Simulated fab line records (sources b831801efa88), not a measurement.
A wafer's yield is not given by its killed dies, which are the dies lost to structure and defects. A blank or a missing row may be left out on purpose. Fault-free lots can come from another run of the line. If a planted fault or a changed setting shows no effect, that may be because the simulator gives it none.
A struck lot beside a sound one    flow sky130    31 out of 708 route steps
Sound: these wafers, L143.1, L143.2, L143.3. Struck: wafer L139.4 (left out: L139.3, a lot-mate that was not struck); the cause follows at the end.
Order at every step that has rows: each side's tool, ch and its chambers, its first start. Under that, the readings that differ: sound wafers    struck wafers    difference of the means    sigmas: that difference in standard deviations of wafers without a fault.
alike: readings whose means differ by less than 2 such deviations, and words and numbers that are the same on both sides. not compared: withheld readings, readings that some wafer has no value for, bounds like >300 that may hide the same value, and numbers for which the record gives no deviation and whose values overlap.
The two part at a step that has a row with sigmas, a row that says differs or no value, or rows on one side only. When numbers do not overlap yet have no deviation, they are printed without sigmas and do not part them. Lack of a reading on every wafer of one side parts them only where that side has two or more wafers.

SKY_LI_CONTACT_OVL_MEAS_13:
  sound on overlay-02 at day 34 08:04; struck on overlay-02 at day 32 18:27
  alike: LI_CONTACT_OVL
SKY_LI_CONTACT_ETCH_14: etches BARC in N2/H2, stops on SiO2, time 45.9 s, target depth 60 nm.
  sound on rie diel-04 ch 0,1,2, day 34 08:05; struck on rie diel-04 ch 1, day 32 18:29
reading                sound              struck  difference  sigmas
oes product au (a.u.)  0.863 0.856 0.859  0.849   -0.010      -2
  alike: drypump motor current A, rf fwd power W, throttle valve pct
  not compared: rf hours counter h
then, 4 steps without rows for these wafers: SKY_LI_CONTACT_ETCH_15 (etches PSG in C4F8/O2/Ar, stops on Si, target depth 600 nm); SKY_LI_CONTACT_STRIP_16 (strips in O2/N2); SKY_LI_CONTACT_CLEAN_17 (cleans in NMP, time 600 s); SKY_LI_CONTACT_PRE_CLEAN_18 (time 5.6 s).
SKY_LI_CONTACT_SPUTTER_19: material Ti, target thk 20 nm, time 106.37 s.
  sound on pvd sputter-03 at day 34 08:32; struck on pvd sputter-02 at day 32 18:54
  alike: throttle valve pct
SKY_LI_CONTACT_SPUTTER_20: material TiN, target thk 20 nm, time 80 s.
  sound on pvd sputter-03 at day 34 08:37; struck on pvd sputter-02 at day 32 18:59
  alike: throttle valve pct
SKY_LI_CONTACT_CVD_21: deposits W, target thk 400 nm, time 120.56 s.
  sound on cvd w-01 ch 0,1, day 34 08:40; struck on cvd w-01 ch 0, day 32 19:05
  alike: heater power w
SKY_LI_CONTACT_RS_MEAS_22: measures by four-point-probe.
  sound on film metro-01 at day 34 08:48; struck on film metro-01 at day 32 19:12
  alike: LI_CONTACT_W_RS
SKY_LI_CONTACT_THK_MEAS_23: measures by xrf.
  sound on film metro-01 at day 34 08:55; struck on film metro-01 at day 32 19:18
  alike: LI_CONTACT_W_THK
then, 1 step without rows for these wafers: SKY_LI_CONTACT_CMP_24 (polishes, stops on PSG, t overpolish 20 s, target thk 0 nm).
SKY_LOCAL_INTERCONNECT_SPUTTER_00: material TiN, target thk 100 nm, time 83.3 s.
  sound on pvd sputter-02 at day 34 09:17; struck on pvd sputter-01 at day 32 19:38
reading                                                 sound             struck  difference  sigmas
throttle valve pct (%)                                  30.3 30.5 30.2    28.9    -1.4        -2
model.TiN_of_LOCAL_INTERCONNECT_SPUTTER_00.thk nm (nm)  99.4 99.07 99.84  110.6   +11.2       
SKY_LOCAL_INTERCONNECT_RS_MEAS_01: measures by four-point-probe.
  sound on film metro-02 at day 34 09:20; struck on film metro-01 at day 32 19:45
reading                             sound              struck  difference  sigmas
LOCAL_INTERCONNECT_TIN_RS (ohm/sq)  14.28 14.32 14.19  12.73   -1.53       -11
SKY_LOCAL_INTERCONNECT_THK_MEAS_02: measures by xrf.
  sound on film metro-02 at day 34 09:28; struck on film metro-01 at day 32 19:51
reading                          sound           struck  difference  sigmas
LOCAL_INTERCONNECT_TIN_THK (nm)  98.7 98.2 99.0  109.3   +10.7       +11
then, 8 steps without rows for these wafers: SKY_LOCAL_INTERCONNECT_DEHYDRATE_03 (time 60 s); SKY_LOCAL_INTERCONNECT_HMDS_04 (prime time 60 s); SKY_LOCAL_INTERCONNECT_COAT_05 (resist thk 60 nm); SKY_LOCAL_INTERCONNECT_COAT_06 (resist thk 450 nm); SKY_LOCAL_INTERCONNECT_SOFTBAKE_07 (time 90 s); SKY_LOCAL_INTERCONNECT_EXPOSE_08 (exposes mask LI1M, target cd 170 nm); SKY_LOCAL_INTERCONNECT_PEB_09; SKY_LOCAL_INTERCONNECT_DEVELOP_10 (develop time 60 s).
SKY_LOCAL_INTERCONNECT_CD_MEAS_11: the cd target is 170 nm.
  sound on cd sem-02 at day 35 11:43; struck on cd sem-02 at day 33 22:37
  alike: cd nm
SKY_LOCAL_INTERCONNECT_OVL_MEAS_12:
  sound on overlay-01 at day 35 11:50; struck on overlay-01 at day 33 22:42
  alike: LOCAL_INTERCONNECT_OVL
then, 1 step without rows for these wafers: SKY_LOCAL_INTERCONNECT_ETCH_13 (etches BARC in N2/H2, stops on SiO2, time 45.9 s, target depth 60 nm).
SKY_LOCAL_INTERCONNECT_METAL_ETCH_14: etches TiN in Cl2/BCl3, stops on PSG, target depth 110 nm, time 31.4 s.
  sound on rie metal-03 ch 0,1, day 35 11:56; struck on rie metal-03 ch 0, day 33 22:49
reading                 sound                 struck  difference  sigmas
oes product au (a.u.)   0.934 0.946 0.938     0.999   +0.060      +9
throttle valve pct (%)  21.907 21.896 21.908  21.861  -0.043      -4
  alike: drypump motor current A, rf fwd power W
  not compared: rf hours counter h
SKY_LOCAL_INTERCONNECT_STRIP_15: strips in O2/N2.
  sound on plasma asher-02 ch 0,1, day 35 11:59; struck on plasma asher-01 ch 1, day 33 22:53
  alike: drypump motor current A, oes product au, strip time to endpoint s
  not compared: rf hours counter h
SKY_LOCAL_INTERCONNECT_STRIP_16: strips in post etch residue remover, time 1200 s.
  sound on wet bench-01 ch 3, day 35 12:05; struck on wet bench-04 ch 0, day 33 22:56
reading                                                 sound              struck  difference  sigmas
model.TiN_of_LOCAL_INTERCONNECT_SPUTTER_00.thk nm (nm)  98.97 98.65 99.41  110.2   +11.2       
then, 1 step without rows for these wafers: SKY_LOCAL_INTERCONNECT_CLEAN_17 (cleans in IPA, time 180 s).
-- a jump in the record: the struck wafers' starts before and after are 14 days apart (it breaks off in module LOCAL_INTERCONNECT and resumes in module PAD_OPEN, where the first step shown is number 708 of the route) --
SKY_PAD_OPEN_PROBE_99:
  sound on prober-01 at day 49 11:02; struck on prober-01 at day 48 10:24
reading                         sound              struck  difference  sigmas
model.etest.res li.line ohm um  75.32 76.69 75.77  68.98   -6.95       
model.etest.res li.rs ohm sq    12.85 12.89 12.81  11.53   -1.32       
  alike: killed_at_M0_to_M3, killed_at_M4_up, killed at contacts, killed at front end, killed at other, killed dies, killed open, killed short

WHERE THEY PART
Earliest at SKY_LI_CONTACT_ETCH_14; latest, in this record, at SKY_LOCAL_INTERCONNECT_METAL_ETCH_14. Later steps at which nothing parts them and some readings are alike: SKY_LOCAL_INTERCONNECT_STRIP_15, SKY_PAD_OPEN_PROBE_99.

WHY: whatever the simulator had introduced
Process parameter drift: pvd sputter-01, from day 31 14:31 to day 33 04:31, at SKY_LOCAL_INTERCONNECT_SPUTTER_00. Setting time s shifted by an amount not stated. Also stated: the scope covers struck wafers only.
